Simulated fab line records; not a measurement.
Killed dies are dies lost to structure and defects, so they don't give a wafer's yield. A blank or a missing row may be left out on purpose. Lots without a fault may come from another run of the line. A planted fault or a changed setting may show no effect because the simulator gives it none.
Which of the tools did it? | flow gf180mcu | 12 lots with 35 wafers sampled at 5 steps, on a route of 602 steps

## WHAT THE GAUGES READ, wafer by wafer
GF_MIM_THK_MEAS_11: measures by xrf.
lot  | measured     | on            | MIM_ALCU_THK (nm)
L247 | day 24 09:17 | film-metro-03 | 201.4 202.6 202.6
L248 | day 24 15:03 | film-metro-02 | 201.2 203.9 202.4
L249 | day 24 21:34 | film-metro-03 | 201.9 201.3 202.4
L251 | day 25 12:20 | film-metro-01 | 206.3 205.5 207.3
L252 | day 26 01:42 | film-metro-01 | 203.6 205.4 201.9
L254 | day 26 16:10 | film-metro-02 | 206.3 206.9 203.2
L263 | day 29 16:58 | film-metro-02 | 210.4 204.9
L265 | day 30 04:43 | film-metro-02 | 204.0 204.6 203.9
L267 | day 30 12:44 | film-metro-01 | 205.7 204.7 205.2
L268 | day 30 19:31 | film-metro-03 | 201.5 200.1 202.1
L269 | day 31 02:20 | film-metro-01 | 199.5 202.9 200.1
L270 | day 31 06:39 | film-metro-02 | 206.0 202.8 204.3

## EACH LOT AND THE TOOL THAT RAN IT (in order: tool; ch and the chambers of the sampled wafers; start)
lot  | GF_V3_ETCH_16                      | GF_V4_CMP_04                  | GF_MIM_SPUTTER_01            | GF_MIM_SPUTTER_08
L247 | rie-diel-02 ch 1,2, day 22 07:48   | cmp-01 ch 0,1,3, day 23 09:07 | pvd-sputter-02, day 24 08:50 | pvd-sputter-01, day 24 09:06
L248 | rie-diel-03 ch 0,2,3, day 22 12:43 | cmp-02 ch 1,2,3, day 23 14:09 | pvd-sputter-04, day 24 14:36 | pvd-sputter-02, day 24 14:53
L249 | rie-diel-02 ch 0,1,2, day 22 19:54 | cmp-01 ch 0,1, day 23 20:50   | pvd-sputter-01, day 24 21:07 | pvd-sputter-02, day 24 21:24
L251 | rie-diel-01 ch 0,1,2, day 23 11:55 | cmp-01 ch 0,1,2, day 24 12:50 | pvd-sputter-01, day 25 11:54 | pvd-sputter-04, day 25 12:10
L252 | rie-diel-01 ch 0,1,2, day 24 01:03 | cmp-02 ch 0,2,3, day 25 01:52 | pvd-sputter-01, day 26 01:16 | pvd-sputter-02, day 26 01:31
L254 | rie-diel-02 ch 0,1,2, day 24 16:09 | cmp-02 ch 0,3, day 25 16:48   | pvd-sputter-01, day 26 15:43 | pvd-sputter-04, day 26 15:58
L263 | rie-diel-01 ch 2,3, day 27 22:15   | cmp-01 ch 0,3, day 28 19:28   | pvd-sputter-01, day 29 16:32 | pvd-sputter-02, day 29 16:47
L265 | rie-diel-01 ch 0,1,2, day 28 09:52 | cmp-02 ch 0,2,3, day 29 07:46 | pvd-sputter-04, day 30 04:17 | pvd-sputter-04, day 30 04:33
L267 | rie-diel-01 ch 0,1,3, day 28 19:34 | cmp-02 ch 1,2,3, day 29 16:50 | pvd-sputter-04, day 30 12:19 | pvd-sputter-01, day 30 12:34
L268 | rie-diel-03 ch 1,2, day 29 01:46   | cmp-02 ch 0,2,3, day 29 23:23 | pvd-sputter-04, day 30 19:05 | pvd-sputter-04, day 30 19:20
L269 | rie-diel-01 ch 0,1,3, day 29 08:19 | cmp-01 ch 0,2,3, day 30 06:14 | pvd-sputter-04, day 31 01:52 | pvd-sputter-01, day 31 02:08
L270 | rie-diel-01 ch 1,3, day 29 13:13   | cmp-02 ch 0,2, day 30 10:31   | pvd-sputter-02, day 31 06:12 | pvd-sputter-01, day 31 06:28
- GF_V3_ETCH_16: etches BARC in N2/H2.
- GF_V4_CMP_04: polishes SiO2.
- GF_MIM_SPUTTER_01: material TiN, target thk 30 nm, time 25 s.
- GF_MIM_SPUTTER_08: material AlCu, target thk 200 nm, time 10.6 s.

## AS READ BY THE TOOLS THEMSELVES (means over the sampled wafers that have a number; for cases with no such wafer, the mark the record gives instead)
GF_V3_ETCH_16.
lot  | tool        | drypump-motor-current-A (A) | oes-product-au (a.u.) | throttle-valve-pct (%)
L247 | rie-diel-02 | 5.8                         | 0.858                 | 13.226
L248 | rie-diel-03 | 6.0                         | 0.857                 | 13.220
L249 | rie-diel-02 | 5.6                         | 0.861                 | 13.234
L251 | rie-diel-01 | 5.4                         | 0.857                 | 13.215
L252 | rie-diel-01 | 5.4                         | 0.856                 | 13.225
L254 | rie-diel-02 | 5.7                         | 0.853                 | 13.225
L263 | rie-diel-01 | 5.8                         | 0.852                 | 13.219
L265 | rie-diel-01 | 5.3                         | 0.854                 | 13.221
L267 | rie-diel-01 | 5.3                         | 0.853                 | 13.231
L268 | rie-diel-03 | 5.6                         | 0.851                 | 13.233
L269 | rie-diel-01 | 5.3                         | 0.857                 | 13.222
L270 | rie-diel-01 | 5.5                         | 0.851                 | 13.226

GF_V4_CMP_04.
lot  | tool   | motor-current-A (A) | time-to-endpoint-s (s)
L247 | cmp-01 | 12.3                | 83
L248 | cmp-02 | 12.4                | 79
L249 | cmp-01 | 12.1                | 90
L251 | cmp-01 | 12.9                | 81
L252 | cmp-02 | 12.5                | 79
L254 | cmp-02 | 12.7                | 88
L263 | cmp-01 | 11.4                | 82
L265 | cmp-02 | 12.9                | 82
L267 | cmp-02 | 13.0                | 75
L268 | cmp-02 | 12.9                | 76
L269 | cmp-01 | 12.0                | 84
L270 | cmp-02 | 11.7                | 77

GF_MIM_SPUTTER_01.
lot  | tool           | throttle-valve-pct (%)
L247 | pvd-sputter-02 | 29.9
L248 | pvd-sputter-04 | 30.9
L249 | pvd-sputter-01 | 29.8
L251 | pvd-sputter-01 | 29.4
L252 | pvd-sputter-01 | 28.8
L254 | pvd-sputter-01 | 29.4
L263 | pvd-sputter-01 | 29.7
L265 | pvd-sputter-04 | 31.5
L267 | pvd-sputter-04 | 30.7
L268 | pvd-sputter-04 | 30.9
L269 | pvd-sputter-04 | 31.4
L270 | pvd-sputter-02 | 31.4

GF_MIM_SPUTTER_08.
lot  | tool           | throttle-valve-pct (%)
L247 | pvd-sputter-01 | 29.5
L248 | pvd-sputter-02 | 30.2
L249 | pvd-sputter-02 | 31.0
L251 | pvd-sputter-04 | 30.8
L252 | pvd-sputter-02 | 30.2
L254 | pvd-sputter-04 | 31.7
L263 | pvd-sputter-02 | 31.1
L265 | pvd-sputter-04 | 30.9
L267 | pvd-sputter-01 | 29.7
L268 | pvd-sputter-04 | 31.6
L269 | pvd-sputter-01 | 29.3
L270 | pvd-sputter-01 | 29.8

## THE ANSWER, worked out from the rows above alone
Rule: what is usual is taken from the lots themselves. Put in order of their means at a reading, lots are off if they are a third of the lots or fewer, leave a main group of 4 or more, and stand apart from it by a gap of 3 or more times the standard deviation of the main group's means; of several such gaps the widest counts. The tables above print the reading to a certain number of digits; a main group whose means all agree to those digits is not used. A lot without any number at a reading at which 4 lots or more have one is off too. The other lots that the step has rows for count as sound. After the gauges, taken in route order, come the tools' own readings; for these a lot's mean is taken, as printed above. At the first step where some lot is off, the reading lying furthest off is the one used; lots without a number count as furthest.
Across all readings shown, no lot is off: no conclusion can be drawn from this.

## WHAT THE SIMULATOR HAD PUT IN
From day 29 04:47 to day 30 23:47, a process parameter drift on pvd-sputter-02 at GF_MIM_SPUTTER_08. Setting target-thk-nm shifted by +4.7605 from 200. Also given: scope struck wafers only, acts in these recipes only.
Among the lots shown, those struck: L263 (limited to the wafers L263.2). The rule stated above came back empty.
